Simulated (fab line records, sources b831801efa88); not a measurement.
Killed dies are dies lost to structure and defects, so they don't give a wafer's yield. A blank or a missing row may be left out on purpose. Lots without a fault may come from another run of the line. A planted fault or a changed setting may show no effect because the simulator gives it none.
Which tool did it? | flow gf180mcu | 11 lots, 33 wafers sampled, at 4 steps of a route of 602

WHAT THE GAUGES READ, wafer by wafer
GF_PSD_RS_MEAS_15: measures by four-point-probe.
lot  | measured     | on            | PSD_RS (ohm/sq)
L144 | day 14 04:10 | film_metro-04 | 108.39 108.42 108.23
L148 | day 15 17:13 | film_metro-04 | 108.73 108.88 108.85
L150 | day 15 21:48 | film_metro-02 | 108.22 108.21 108.47
L155 | day 17 17:29 | film_metro-04 | 119.15 119.24 119.60
L157 | day 18 13:29 | film_metro-04 | 119.39 119.01 119.45
L161 | day 21 05:53 | film_metro-04 | 109.15 108.73 108.83
L162 | day 21 06:58 | film_metro-02 | 108.14 108.50 108.29
L164 | day 22 06:37 | film_metro-01 | 108.31 108.43 108.40
L166 | day 22 15:03 | film_metro-02 | 108.59 108.94 108.69
L167 | day 22 16:13 | film_metro-02 | 109.06 109.19 109.03
L165 | day 22 17:27 | film_metro-02 | 108.26 108.24 108.35

WHICH TOOL RAN EACH LOT (tool, then ch and the chambers of the sampled wafers, then the start)
lot  | GF_HV_LDD_STRIP_49                   | GF_PSD_IMPLANT_09               | GF_PSD_STRIP_10
L144 | plasma_asher-03 ch 0,1, day 12 06:29 | implanter-02 ch 0, day 14 03:36 | plasma_asher-01 ch 0,1, day 14 03:43
L148 | plasma_asher-03 ch 0,1, day 13 18:37 | implanter-01 ch 0, day 15 16:38 | plasma_asher-02 ch 0,1, day 15 16:47
L150 | plasma_asher-03 ch 0,1, day 14 01:07 | implanter-02 ch 0, day 15 21:15 | plasma_asher-02 ch 0,1, day 15 21:22
L155 | plasma_asher-04 ch 0,1, day 15 17:07 | implanter-01 ch 0, day 17 16:55 | plasma_asher-04 ch 0,1, day 17 17:04
L157 | plasma_asher-04 ch 0,1, day 16 10:10 | implanter-01 ch 0, day 18 12:55 | plasma_asher-02 ch 0,1, day 18 13:04
L161 | plasma_asher-02 ch 0,1, day 19 02:43 | implanter-02 ch 0, day 21 05:19 | plasma_asher-02 ch 0,1, day 21 05:28
L162 | plasma_asher-04 ch 0,1, day 19 02:44 | implanter-04 ch 0, day 21 06:25 | plasma_asher-04 ch 1, day 21 06:32
L164 | plasma_asher-02 ch 0,1, day 20 02:54 | implanter-01 ch 0, day 22 06:04 | plasma_asher-02 ch 0,1, day 22 06:11
L166 | plasma_asher-04 ch 0,1, day 20 12:17 | implanter-04 ch 0, day 22 14:29 | plasma_asher-02 ch 0,1, day 22 14:38
L167 | plasma_asher-02 ch 0,1, day 20 13:29 | implanter-04 ch 0, day 22 15:39 | plasma_asher-02 ch 1, day 22 15:48
L165 | plasma_asher-02 ch 0,1, day 20 13:47 | implanter-04 ch 0, day 22 16:54 | plasma_asher-01 ch 0, day 22 17:01
- GF_HV_LDD_STRIP_49: strips in O2/N2.
- GF_PSD_IMPLANT_09
- GF_PSD_STRIP_10: strips in O2/N2.

THE ANSWER, worked out from the rows above alone
Rule: what is usual is taken from the lots themselves. Put in order of their means at a reading, lots are off if they are a third of the lots or fewer, leave a main group of 4 or more, and stand apart from it by a gap of 3 or more times the standard deviation of the main group's means; of several such gaps the widest counts. A main group whose means are all the same, to the digits that the tables above print for the reading, isn't used. A lot without any number at a reading at which 4 lots or more have one is off too. The other lots that the step has rows for count as sound.
Off: L155, L157, at GF_PSD_RS_MEAS_15 (PSD_RS). The main group: mean 108.58 ohm/sq, standard deviation 0.3.
A tool fits if, at a process step before that reading, it ran every lot that is off, and no sound lot after the first of them. The gauges at GF_PSD_RS_MEAS_15 are tried like those tools. None of those tried fits.

WHAT THE SIMULATOR HAD PUT IN
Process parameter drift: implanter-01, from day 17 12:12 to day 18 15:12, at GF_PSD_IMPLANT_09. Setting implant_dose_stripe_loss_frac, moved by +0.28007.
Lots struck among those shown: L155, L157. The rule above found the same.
